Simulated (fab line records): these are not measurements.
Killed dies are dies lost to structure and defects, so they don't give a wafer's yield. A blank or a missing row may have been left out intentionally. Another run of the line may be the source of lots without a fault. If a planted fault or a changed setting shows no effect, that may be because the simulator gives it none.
fab line records	flow gf180mcu
[record] lots = 6	wafers = 18	lastDay = 34
route steps=602 shown V3@440
lots that met no fault: from a run of the same line without faults
startH: hours from the record's first day to the start of the lot's first wafer shown	waitH: hours elapsed since this lot's preceding step	" unchanged from the row above	L1.1+2: several wafers, shown together as one row	- value missing, or start not given	* or withheld: withheld	< > ~ a bound
route shown NAME@n: a module of which the file shows steps, and the number in the route of the first	usual: mean/standard deviation of fault-free wafers	same: alike in all rows	chamber/n: place in a boat	sites: each site's reading	_std_site: standard deviation of those values	_edge_site: the outer-site mean with the inner-site mean subtracted	radiusMm: for every site, how far away it sits from the centre of the wafer	mask NAME#n: copy n	behind: the tool/chamber that last shaped the wafer	hold: why the lot went on hold/how many hours it stayed there/how the hold came to an end	device: which transistor (n, p or np) failed to switch	end of line: tests run on the same wafers once the route is complete	a step given without rows: its recipe and nothing more	killed: the dies lost at the first sort to structure and to defects; this is not the yield of the wafer	map: dies across one wafer; x = killed, . = not, _ = none there
set.NAME: the setting as run; set.NAME@STEP: as run at that earlier step	model.NAME: the simulator's own value behind a step, which no gauge read
a table for each step, a row for each wafer; lots at some steps of the route
services: from which hour (startH, from the record's first day; less than 0 if before it) a tool's chamber was out of use, for how many hours, and why
[[steps]]
[step GF_V3_EXPOSE_11]
[recipe] maskId = Via3	targetCdNm = 260	na = 0.68	sourceShape = conventional	sigmaOuter = 0.6	doseMj = 38
[step GF_V3_PEB_12]
[recipe] pebTempC = 135	pebTimeS = 90	resist = KrF
[step GF_V3_DEVELOP_13]
[recipe] developTimeS = 60	resist = KrF	devTempC = 21
[step GF_V3_CD_MEAS_14]
[recipe] targetCdNm = 260
[usual] cdNm = 260.0/1.3
lot.wafer	tool	chamber	startH	waitH	cdNm
L867.4	cdSem-02	-	543.59	0.1	262.1
L867.5	"	-	"	"	262.2
L867.6	"	-	"	"	261.8
L871.1	cdSem-01	-	571.38	0.1	258.5
L871.2	"	-	"	"	260.2
L871.4	"	-	"	"	258.7
L880.1	cdSem-01	-	636.20	0.1	260.9
L880.3	"	-	"	"	260.5
L880.4	"	-	"	"	260.7
L884.1	cdSem-02	-	664.23	0.1	260.0
L884.2	"	-	"	"	261.5
L884.3	"	-	"	"	260.1
L886.1	cdSem-01	-	671.48	0.1	256.9
L886.2	"	-	"	"	258.4
L886.4	"	-	"	"	258.1
L888.1	cdSem-01	-	676.70	0.1	260.8
L888.2	"	-	"	"	260.3
L888.3	"	-	"	"	261.3
[step GF_V3_OVL_MEAS_15]
[usual] V3_OVL = 1/6.1
lot.wafer	tool	chamber	startH	waitH	V3_OVL[nm]
L867.4	overlay-02	-	543.67	0.1	-4
L867.5	"	-	"	"	-9
L867.6	"	-	"	"	-14
L871.1	overlay-02	-	571.50	0.1	0
L871.2	"	-	"	"	0
L871.4	"	-	"	"	-1
L880.1	overlay-02	-	636.32	0.1	7
L880.3	"	-	"	"	7
L880.4	"	-	"	"	3
L884.1	overlay-02	-	664.35	0.1	10
L884.2	"	-	"	"	5
L884.3	"	-	"	"	-1
L886.1	overlay-01	-	671.60	0.1	-1
L886.2	"	-	"	"	-2
L886.4	"	-	"	"	-2
L888.1	overlay-02	-	676.82	0.1	1
L888.2	"	-	"	"	2
L888.3	"	-	"	"	-2
[step GF_V3_ETCH_16]
[recipe] chemistry = N2/H2	targetDepthA = withheld	overetchA = withheld	timeS = withheld	target = BARC	ionEnergyEv = 200	sourceW = 500	biasW = 100	pressureMtorr = 30	n2FlowSccm = 100	h2FlowSccm = 200
[usual] drypumpMotorCurrentA = 5.6/0.41	oesProductAu = 0.854/0.0047	throttleValvePct = 13.225/0.0086
lot.wafer	tool	chamber	startH	waitH	drypumpMotorCurrentA	oesProductAu	throttleValvePct
L867.4	rieDiel-02	2	543.69	0.0	5.6	0.857	13.207
L867.5	"	2	"	"	5.5	0.856	13.236
L867.6	"	1	"	"	5.9	0.851	13.222
L871.1	rieDiel-03	3	571.54	0.0	5.9	0.849	13.223
L871.2	"	0	"	"	5.9	0.849	13.219
L871.4	"	1	"	"	6.3	0.851	13.223
L880.1	rieDiel-04	3	636.35	0.0	5.3	0.852	13.230
L880.3	"	0	"	"	5.9	0.850	13.246
L880.4	"	1	"	"	5.8	0.855	13.235
L884.1	rieDiel-02	1	664.39	0.0	6.0	0.843	13.223
L884.2	"	0	"	"	4.9	0.850	13.215
L884.3	"	2	"	"	5.6	0.849	13.234
L886.1	rieDiel-03	1	671.63	0.0	6.4	0.859	13.223
L886.2	"	0	"	"	5.8	0.850	13.222
L886.4	"	1	"	"	6.3	0.862	13.231
L888.1	rieDiel-03	3	676.85	0.0	5.9	0.853	13.234
L888.2	"	1	"	"	6.4	0.864	13.226
L888.3	"	3	"	"	5.9	0.865	13.213
[step GF_V3_ETCH_17]
[recipe] chemistry = C4F8/O2/Ar	maskMaterial = KrF	target = SiO2	stopOn = TiN	sourceW = 1500	biasW = 1200	pressureMtorr = 40	c4f8FlowSccm = withheld	O2_flow_sccm = 6	Ar_flow_sccm = 300	timeS = withheld	targetDepthA = 6350
[usual] oesProductAu = 0.856/0.0051
lot.wafer	tool	chamber	startH	waitH	oesProductAu
L867.4	rieDiel-02	2	-	-	0.855
L867.5	"	2	"	"	0.857
L867.6	"	1	"	"	0.858
L871.1	rieDiel-03	3	-	-	0.859
L871.2	"	0	"	"	0.852
L871.4	"	1	"	"	0.854
L880.1	rieDiel-04	3	-	-	0.852
L880.3	"	0	"	"	0.853
L880.4	"	1	"	"	0.846
L884.1	rieDiel-02	1	-	-	0.859
L884.2	"	0	"	"	0.855
L884.3	"	2	"	"	0.861
L886.1	rieDiel-03	1	-	-	0.855
L886.2	"	0	"	"	0.850
L886.4	"	1	"	"	0.866
L888.1	rieDiel-03	3	-	-	0.868
L888.2	"	1	"	"	0.864
L888.3	"	3	"	"	0.856
[step GF_V3_STRIP_18]
[recipe] chemistry = O2/N2	powerW = 1400	pressureMtorr = 1500	platenTempC = 250	o2FlowSccm = 3000	n2FlowSccm = 300	overashFraction = 0.5
[usual] drypumpMotorCurrentA = 5.5/0.32	heaterPowerW = 348/33	oesProductAu = 0.593/0.0044
lot.wafer	tool	chamber	startH	waitH	drypumpMotorCurrentA	heaterPowerW	oesProductAu	rfHoursCounterH
L867.4	plasmaAsher-02	1	543.85	-	5.4	354	0.594	-
L867.5	"	0	"	"	5.1	321	0.586	-
L867.6	"	1	"	"	5.4	354	0.589	-
L871.1	plasmaAsher-02	1	571.67	-	5.4	354	0.593	46
L871.2	"	0	"	"	5.1	326	0.599	46
L871.4	"	1	"	"	5.4	358	0.598	-
L880.1	plasmaAsher-04	1	636.48	-	5.4	301	0.598	85
L880.3	"	0	"	"	5.7	362	0.589	-
L880.4	"	1	"	"	5.4	302	0.594	-
L884.1	plasmaAsher-03	1	664.52	-	5.6	401	0.593	22
L884.2	"	0	"	"	6.4	390	0.581	22
L884.3	"	0	"	"	6.4	379	0.592	-
L886.1	plasmaAsher-04	1	671.76	-	5.4	302	0.593	89
L886.2	"	0	"	"	5.7	372	0.595	89
L886.4	"	1	"	"	5.4	298	0.595	-
L888.1	plasmaAsher-02	1	677.05	-	5.4	354	0.602	58
L888.2	"	0	"	"	5.1	329	0.598	58
L888.3	"	1	"	"	5.4	359	0.590	-
[step GF_V3_STRIP_19]
[recipe] chemistry = postEtchResidueRemover	timeS = 1200	tempC = 72.5
[step GF_V3_CLEAN_20]
[recipe] chemistry = DIW	dry = n2Spin
[step GF_V3_SPUTTER_21]
[recipe] material = Ti	targetThkNm = 15	chamberPressurePa = 5	powerW = 2500	substrateTempC = 200	timeS = 80.02
[usual] throttleValvePct = 29.5/0.82
lot.wafer	tool	chamber	startH	waitH	throttleValvePct
L867.4	pvdSputter-03	-	544.39	0.0	29.0
L867.5	"	-	"	"	30.0
L867.6	"	-	"	"	29.6
L871.1	pvdSputter-04	-	572.20	0.0	28.5
L871.2	"	-	"	"	29.8
L871.4	"	-	"	"	28.7
L880.1	pvdSputter-03	-	637.02	0.0	29.8
L880.3	"	-	"	"	28.8
L880.4	"	-	"	"	28.9
L884.1	pvdSputter-04	-	665.07	0.0	28.9
L884.2	"	-	"	"	29.8
L884.3	"	-	"	"	28.3
L886.1	pvdSputter-04	-	672.30	0.0	28.8
L886.2	"	-	"	"	28.3
L886.4	"	-	"	"	29.8
L888.1	pvdSputter-01	-	677.58	0.0	30.3
L888.2	"	-	"	"	28.9
L888.3	"	-	"	"	31.6
[step GF_V3_SPUTTER_22]
[recipe] material = TiN	targetThkNm = 10	chamberPressurePa = 5	powerW = 4000	timeS = 40
[step GF_V3_CVD_23]
[recipe] material = W	targetThkNm = 350	timeS = 104.9	tempC = 401.3	pressureTorr = 40
[usual] heaterPowerW = 917/110
lot.wafer	tool	chamber	startH	waitH	heaterPowerW	model.W_of_V3_CVD_23.thkNm
L867.4	cvdW-02	1	544.53	0.1	950	359.5
L867.5	"	1	"	"	942	354.5
L867.6	"	0	"	"	914	352.1
L871.1	cvdW-01	0	572.30	0.0	1051	350.7
L871.2	"	1	"	"	782	353.8
L871.4	"	0	"	"	1022	351.6
L880.1	cvdW-02	0	637.12	0.0	919	353.4
L880.3	"	1	"	"	965	354.8
L880.4	"	0	"	"	910	353.6
L884.1	cvdW-01	0	665.17	0.0	1070	325.3
L884.2	"	1	"	"	779	360.6
L884.3	"	0	"	"	1055	326.6
L886.1	cvdW-01	1	672.40	0.0	781	364.5
L886.2	"	0	"	"	1052	327
L886.4	"	1	"	"	786	359.1
L888.1	cvdW-02	1	677.68	0.0	982	352.9
L888.2	"	0	"	"	916	355.8
L888.3	"	1	"	"	950	351.3
[step GF_V3_RS_MEAS_24]
[recipe] thkMeasGauge = four-point-probe	reads = W_of_V3_CVD_23+TiN_of_V3_SPUTTER_22+Ti_of_V3_SPUTTER_21
[usual] V3_W_RS = 0.322/0.0043
lot.wafer	tool	chamber	startH	waitH	V3_W_RS[ohm/sq]
L867.4	filmMetro-01	-	544.66	0.1	0.318
L867.5	"	-	"	"	0.323
L867.6	"	-	"	"	0.325
L871.1	filmMetro-04	-	572.41	0.1	0.327
L871.2	"	-	"	"	0.324
L871.4	"	-	"	"	0.326
L880.1	filmMetro-04	-	637.23	0.1	0.324
L880.3	"	-	"	"	0.322
L880.4	"	-	"	"	0.323
L884.1	filmMetro-01	-	665.28	0.1	0.353
L884.2	"	-	"	"	0.318
L884.3	"	-	"	"	0.350
L886.1	filmMetro-03	-	672.52	0.1	0.315
L886.2	"	-	"	"	0.352
L886.4	"	-	"	"	0.320
L888.1	filmMetro-03	-	677.79	0.1	0.325
L888.2	"	-	"	"	0.323
L888.3	"	-	"	"	0.327
[step GF_V3_THK_MEAS_25]
[recipe] thkMeasGauge = xrf	reads = W_of_V3_CVD_23
[usual] V3_W_THK = 360/5.8
lot.wafer	tool	chamber	startH	waitH	V3_W_THK[nm]
L867.4	filmMetro-01	-	544.75	0.1	367
L867.5	"	-	"	"	363
L867.6	"	-	"	"	358
L871.1	filmMetro-04	-	572.53	0.1	354
L871.2	"	-	"	"	356
L871.4	"	-	"	"	353
L880.1	filmMetro-04	-	637.35	0.1	362
L880.3	"	-	"	"	364
L880.4	"	-	"	"	361
L884.1	filmMetro-01	-	665.40	0.1	330
L884.2	"	-	"	"	365
L884.3	"	-	"	"	330
L886.1	filmMetro-03	-	672.64	0.1	367
L886.2	"	-	"	"	329
L886.4	"	-	"	"	363
L888.1	filmMetro-03	-	677.91	0.1	356
L888.2	"	-	"	"	357
L888.3	"	-	"	"	354
[step GF_V3_CMP_26]
[recipe] stopOn = SiO2	downForcePsi = 3.5	platenRpm = 60	tOverpolishS = 15	targetThkNm = 0	padVelocityMS = 0.94248
[usual] motorCurrentA = 10.8/1.1	slurryFilterDpKPa = 13.48/0.14	timeToEndpointS = 88/3.6
lot.wafer	tool	chamber	startH	waitH	motorCurrentA	slurryFilterDpKPa	timeToEndpointS
L867.4	cmp-02	3	544.88	0.1	9.2	13.42	97
L867.5	"	1	"	"	10.2	13.60	90
L867.6	"	2	"	"	12.2	13.17	92
L871.2	cmp-02	2	572.64	0.1	12.3	13.34	89
L871.1	"	3	"	"	9.3	13.45	94
L871.4	"	0	"	"	11.1	13.39	94
L880.3	cmp-02	2	637.46	0.1	12.7	13.41	83
L880.1	"	3	"	"	9.1	13.49	88
L880.4	"	0	"	"	10.8	13.47	85
L884.1	cmp-01	3	665.46	0.1	10.6	13.60	80
L884.3	"	0	"	"	9.4	13.52	79
L884.2	"	1	"	"	10.8	13.57	87
L886.1	cmp-01	1	672.70	0.1	10.4	13.57	87
L886.2	"	2	"	"	12.1	13.44	80
L886.4	"	3	"	"	10.9	13.42	87
L888.1	cmp-01	2	677.97	0.1	12.0	13.65	89
L888.3	"	3	"	"	10.9	13.29	88
L888.2	"	1	"	"	11.0	13.72	83
[[services]]
tool	chamber	startH	hours	kind
rieDiel-04	1	522.06	4.9	repair
rieDiel-03	0	525.50	6.2	repair
cvdW-01	-	531.61	14.6	pm
cvdW-01	-	560.05	2.3	repair
cmp-01	-	562.56	1.8	repair
cmp-01	-	582.82	4.0	pm
cmp-01	-	609.71	4.5	pm
rieDiel-03	-	611.68	1.2	repair
cvdW-02	-	614.01	0.6	repair
cvdW-01	0	614.41	2.0	repair
plasmaAsher-02	-	615.73	1.1	repair
cmp-02	-	624.23	3.9	pm
rieDiel-03	-	624.23	0.2	repair
plasmaAsher-02	-	626.29	3.5	repair
cvdW-01	0	631.25	7.9	repair
cvdW-01	1	636.02	8.5	repair
cmp-02	-	642.88	2.6	repair
cvdW-01	-	656.66	0.5	repair
rieDiel-03	2	663.32	70.2	repair
cvdW-01	1	665.97	5.2	repair
rieDiel-03	0	674.54	35.4	repair
pvdSputter-04	-	675.04	2.7	repair
cvdW-01	-	676.10	2.8	pm
cvdW-02	0	677.97	16.6	repair
[[key]]
[firstSign] step = GF_V3_RS_MEAS_24	reading = V3_W_RS	direction = up	sigmas = 7	usual = 0.322	struck = 0.352
[effect] step = GF_V3_THK_MEAS_25	reading = V3_W_THK	direction = down	sigmas = 5.3	usual = 360	struck = 330
[modelEffect] step = GF_V3_CVD_23	value = W_of_V3_CVD_23.thkNm	without = 357	struck = 326.3
metAt GF_V3_CVD_23
struckWafers L884.1,L884.3,L886.2
onsetBetween 572.30 665.17
[fault] kind = processParameterDrift	tool = cvdW-01	chamber = 0	onsetH = 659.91	steps = GF_V3_CVD_23	channel = targetThkNm	offset = -30	shape = step	endH = 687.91	actsIn = theseRecipesOnly	stated = 350
